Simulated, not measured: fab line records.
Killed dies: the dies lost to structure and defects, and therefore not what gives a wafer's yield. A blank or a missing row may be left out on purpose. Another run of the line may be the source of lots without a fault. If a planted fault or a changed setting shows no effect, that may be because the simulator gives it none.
The tool behind it: which one? :: flow gf180mcu :: 13 lots, 39 wafers sampled, at 5 steps of a route of 602

WHAT THE GAUGES READ, wafer by wafer
GF_V5_THK_MEAS_03.
lot: L767
measured: day 27 03:30
on: film_metro-04
V5_CVD_02_THK (nm): 1458 1428 1494

lot: L769
measured: day 27 23:04
on: film_metro-03
V5_CVD_02_THK (nm): 1467 1492 1468

lot: L770
measured: day 28 05:32
on: film_metro-02
V5_CVD_02_THK (nm): 1403 1417 1463

lot: L771
measured: day 28 15:51
on: film_metro-02
V5_CVD_02_THK (nm): 1430 1429 1442

lot: L772
measured: day 28 23:25
on: film_metro-04
V5_CVD_02_THK (nm): 1414 1436 1444

lot: L775
measured: day 29 20:40
on: film_metro-03
V5_CVD_02_THK (nm): 1408 1446 1447

lot: L776
measured: day 30 03:58
on: film_metro-02
V5_CVD_02_THK (nm): 1461 1483 1485

lot: L780
measured: day 31 02:42
on: film_metro-03
V5_CVD_02_THK (nm): 1208 1413 1463

lot: L782
measured: day 31 15:25
on: film_metro-03
V5_CVD_02_THK (nm): 1211 1421 1441

lot: L786
measured: day 32 11:21
on: film_metro-03
V5_CVD_02_THK (nm): 1418 1396 1432

lot: L787
measured: day 32 15:03
on: film_metro-03
V5_CVD_02_THK (nm): 1456 1464 1443

lot: L788
measured: day 33 03:12
on: film_metro-02
V5_CVD_02_THK (nm): 1463 1411 1418

lot: L789
measured: day 33 08:44
on: film_metro-03
V5_CVD_02_THK (nm): 1460 1489 1478

GF_V5_CD_MEAS_14 targets a cd of 260 nm.
lot: L767
measured: day 28 00:19
on: cd_sem-02
cd_nm (nm): 258.7 259.5 258.5

lot: L769
measured: day 28 19:17
on: cd_sem-01
cd_nm (nm): 259.0 260.3 260.0

lot: L770
measured: day 29 01:51
on: cd_sem-02
cd_nm (nm): 260.0 259.4 260.1

lot: L771
measured: day 29 11:22
on: cd_sem-02
cd_nm (nm): 260.0 260.1 259.2

lot: L772
measured: day 29 18:45
on: cd_sem-02
cd_nm (nm): 258.7 257.9 259.5

lot: L775
measured: day 30 16:07
on: cd_sem-02
cd_nm (nm): 261.5 262.0 262.2

lot: L776
measured: day 30 22:46
on: cd_sem-01
cd_nm (nm): 260.4 261.2 261.5

lot: L780
measured: day 31 21:01
on: cd_sem-01
cd_nm (nm): 260.4 260.2 260.5

lot: L782
measured: day 32 09:44
on: cd_sem-01
cd_nm (nm): 260.1 259.5 259.1

lot: L786
measured: day 33 04:10
on: cd_sem-01
cd_nm (nm): 260.0 259.3 259.9

lot: L787
measured: day 33 08:19
on: cd_sem-01
cd_nm (nm): 258.1 259.2 258.7

lot: L788
measured: day 33 19:25
on: cd_sem-01
cd_nm (nm): 260.0 260.3 260.3

lot: L789
measured: day 34 01:11
on: cd_sem-01
cd_nm (nm): 259.7 259.9 261.0

WHAT TOOL EACH LOT RAN ON (gives the tool, then ch and the chambers of the sampled wafers, and finally the start)
lot: L767
GF_V3_SPUTTER_22: pvd_sputter-03, day 23 06:01
GF_M4_SPUTTER_04: pvd_sputter-04, day 23 06:50
GF_V5_CVD_02: pecvd-03 ch 0,2, day 27 03:24

lot: L769
GF_V3_SPUTTER_22: pvd_sputter-03, day 24 04:28
GF_M4_SPUTTER_04: pvd_sputter-04, day 24 05:17
GF_V5_CVD_02: pecvd-01 ch 1,2, day 27 22:57

lot: L770
GF_V3_SPUTTER_22: pvd_sputter-01, day 24 10:48
GF_M4_SPUTTER_04: pvd_sputter-01, day 24 11:37
GF_V5_CVD_02: pecvd-04 ch 0,1,2, day 28 05:25

lot: L771
GF_V3_SPUTTER_22: pvd_sputter-02, day 25 00:16
GF_M4_SPUTTER_04: pvd_sputter-04, day 25 01:05
GF_V5_CVD_02: pecvd-03 ch 1,2, day 28 15:44

lot: L772
GF_V3_SPUTTER_22: pvd_sputter-02, day 25 09:11
GF_M4_SPUTTER_04: pvd_sputter-01, day 25 10:01
GF_V5_CVD_02: pecvd-04 ch 0,1,2, day 28 23:19

lot: L775
GF_V3_SPUTTER_22: pvd_sputter-02, day 26 06:20
GF_M4_SPUTTER_04: pvd_sputter-01, day 26 07:08
GF_V5_CVD_02: pecvd-03 ch 1,2, day 29 20:34

lot: L776
GF_V3_SPUTTER_22: pvd_sputter-02, day 26 15:13
GF_M4_SPUTTER_04: pvd_sputter-03, day 26 16:01
GF_V5_CVD_02: pecvd-01 ch 0,2, day 30 03:50

lot: L780
GF_V3_SPUTTER_22: pvd_sputter-01, day 27 16:40
GF_M4_SPUTTER_04: pvd_sputter-04, day 27 17:29
GF_V5_CVD_02: pecvd-04 ch 0,1,2, day 31 02:35

lot: L782
GF_V3_SPUTTER_22: pvd_sputter-01, day 28 05:49
GF_M4_SPUTTER_04: pvd_sputter-03, day 28 06:38
GF_V5_CVD_02: pecvd-04 ch 0,1,2, day 31 15:19

lot: L786
GF_V3_SPUTTER_22: pvd_sputter-02, day 29 04:39
GF_M4_SPUTTER_04: pvd_sputter-03, day 29 05:28
GF_V5_CVD_02: pecvd-03 ch 1,2, day 32 11:14

lot: L787
GF_V3_SPUTTER_22: pvd_sputter-02, day 29 08:27
GF_M4_SPUTTER_04: pvd_sputter-01, day 29 09:16
GF_V5_CVD_02: pecvd-01 ch 0,1,2, day 32 14:56

lot: L788
GF_V3_SPUTTER_22: pvd_sputter-02, day 29 22:06
GF_M4_SPUTTER_04: pvd_sputter-04, day 29 23:18
GF_V5_CVD_02: pecvd-03 ch 0,2, day 33 03:05

lot: L789
GF_V3_SPUTTER_22: pvd_sputter-02, day 30 04:15
GF_M4_SPUTTER_04: pvd_sputter-01, day 30 05:10
GF_V5_CVD_02: pecvd-01 ch 0,2, day 33 08:36
- GF_V3_SPUTTER_22: material TiN, target thk 10 nm, time 40 s.
- GF_M4_SPUTTER_04: material TiN, target thk 50 nm, time 41.7 s.
- GF_V5_CVD_02: deposits SiO2 from TEOS, target thk 1450 nm, time 163.28 s.

AS READ BY THE TOOLS THEMSELVES (means over the sampled wafers that have a number; for cases with no such wafer, the mark the record gives instead)
GF_V3_SPUTTER_22.
lot: L767
tool: pvd_sputter-03
throttle_valve_pct (%): 30.0

lot: L769
tool: pvd_sputter-03
throttle_valve_pct (%): 31.0

lot: L770
tool: pvd_sputter-01
throttle_valve_pct (%): 30.3

lot: L771
tool: pvd_sputter-02
throttle_valve_pct (%): 29.0

lot: L772
tool: pvd_sputter-02
throttle_valve_pct (%): 28.5

lot: L775
tool: pvd_sputter-02
throttle_valve_pct (%): 29.0

lot: L776
tool: pvd_sputter-02
throttle_valve_pct (%): 29.0

lot: L780
tool: pvd_sputter-01
throttle_valve_pct (%): 31.6

lot: L782
tool: pvd_sputter-01
throttle_valve_pct (%): 30.2

lot: L786
tool: pvd_sputter-02
throttle_valve_pct (%): 29.9

lot: L787
tool: pvd_sputter-02
throttle_valve_pct (%): 30.1

lot: L788
tool: pvd_sputter-02
throttle_valve_pct (%): 29.4

lot: L789
tool: pvd_sputter-02
throttle_valve_pct (%): 30.2

GF_M4_SPUTTER_04.
lot: L767
tool: pvd_sputter-04
throttle_valve_pct (%): 30.1

lot: L769
tool: pvd_sputter-04
throttle_valve_pct (%): 29.1

lot: L770
tool: pvd_sputter-01
throttle_valve_pct (%): 30.4

lot: L771
tool: pvd_sputter-04
throttle_valve_pct (%): 29.6

lot: L772
tool: pvd_sputter-01
throttle_valve_pct (%): 30.3

lot: L775
tool: pvd_sputter-01
throttle_valve_pct (%): 30.1

lot: L776
tool: pvd_sputter-03
throttle_valve_pct (%): 30.3

lot: L780
tool: pvd_sputter-04
throttle_valve_pct (%): 30.4

lot: L782
tool: pvd_sputter-03
throttle_valve_pct (%): 30.4

lot: L786
tool: pvd_sputter-03
throttle_valve_pct (%): 31.1

lot: L787
tool: pvd_sputter-01
throttle_valve_pct (%): 29.6

lot: L788
tool: pvd_sputter-04
throttle_valve_pct (%): 30.4

lot: L789
tool: pvd_sputter-01
throttle_valve_pct (%): 29.8

GF_V5_CVD_02.
lot: L767
tool: pecvd-03
heater_power_w (W): 609
rf_fwd_power_W (W): 597.4

lot: L769
tool: pecvd-01
heater_power_w (W): 802
rf_fwd_power_W (W): 598.1

lot: L770
tool: pecvd-04
heater_power_w (W): 707
rf_fwd_power_W (W): 597.1

lot: L771
tool: pecvd-03
heater_power_w (W): 688
rf_fwd_power_W (W): 596.8

lot: L772
tool: pecvd-04
heater_power_w (W): 648
rf_fwd_power_W (W): 597.1

lot: L775
tool: pecvd-03
heater_power_w (W): 634
rf_fwd_power_W (W): 594.7

lot: L776
tool: pecvd-01
heater_power_w (W): 776
rf_fwd_power_W (W): 596.1

lot: L780
tool: pecvd-04
heater_power_w (W): 744
rf_fwd_power_W (W): 517.9

lot: L782
tool: pecvd-04
heater_power_w (W): 672
rf_fwd_power_W (W): 516.7

lot: L786
tool: pecvd-03
heater_power_w (W): 703
rf_fwd_power_W (W): 597.1

lot: L787
tool: pecvd-01
heater_power_w (W): 729
rf_fwd_power_W (W): 599.5

lot: L788
tool: pecvd-03
heater_power_w (W): 625
rf_fwd_power_W (W): 597.2

lot: L789
tool: pecvd-01
heater_power_w (W): 838
rf_fwd_power_W (W): 598.1

THE ANSWER, worked out from the rows above alone
Rule: the lots themselves supply what counts as usual. The widest of any qualifying gaps counts: lots, ordered by their means at a reading, are off when they make up no more than a third of the lots, leave a main group of 4 or more, and stand apart from it by 3 or more times the standard deviation of that group's means. Not used: any main group whose means are identical at the precision the tables above print for the reading. Also off: a lot with no number at a reading for which 4 or more lots have one. All remaining lots with rows at the step are treated as sound. First the gauges in route order, then the tools' own readings, where a lot's mean is used as printed above. The first step at which some lot is off is used, and at that step the reading that is off furthest; a lot without a number counts as furthest.
Off: L780, L782, at GF_V5_CVD_02 (rf_fwd_power_W). For the main group the mean is 597.2 W and the standard deviation 1.2.
A tool fits if, at that step or a process step before it, it ran every lot that is off, and no sound lot after the first of them. Can't be told from this: 2 tools fit, pvd_sputter-01 at GF_V3_SPUTTER_22, pecvd-04 at GF_V5_CVD_02.

WHAT THE SIMULATOR HAD PUT IN
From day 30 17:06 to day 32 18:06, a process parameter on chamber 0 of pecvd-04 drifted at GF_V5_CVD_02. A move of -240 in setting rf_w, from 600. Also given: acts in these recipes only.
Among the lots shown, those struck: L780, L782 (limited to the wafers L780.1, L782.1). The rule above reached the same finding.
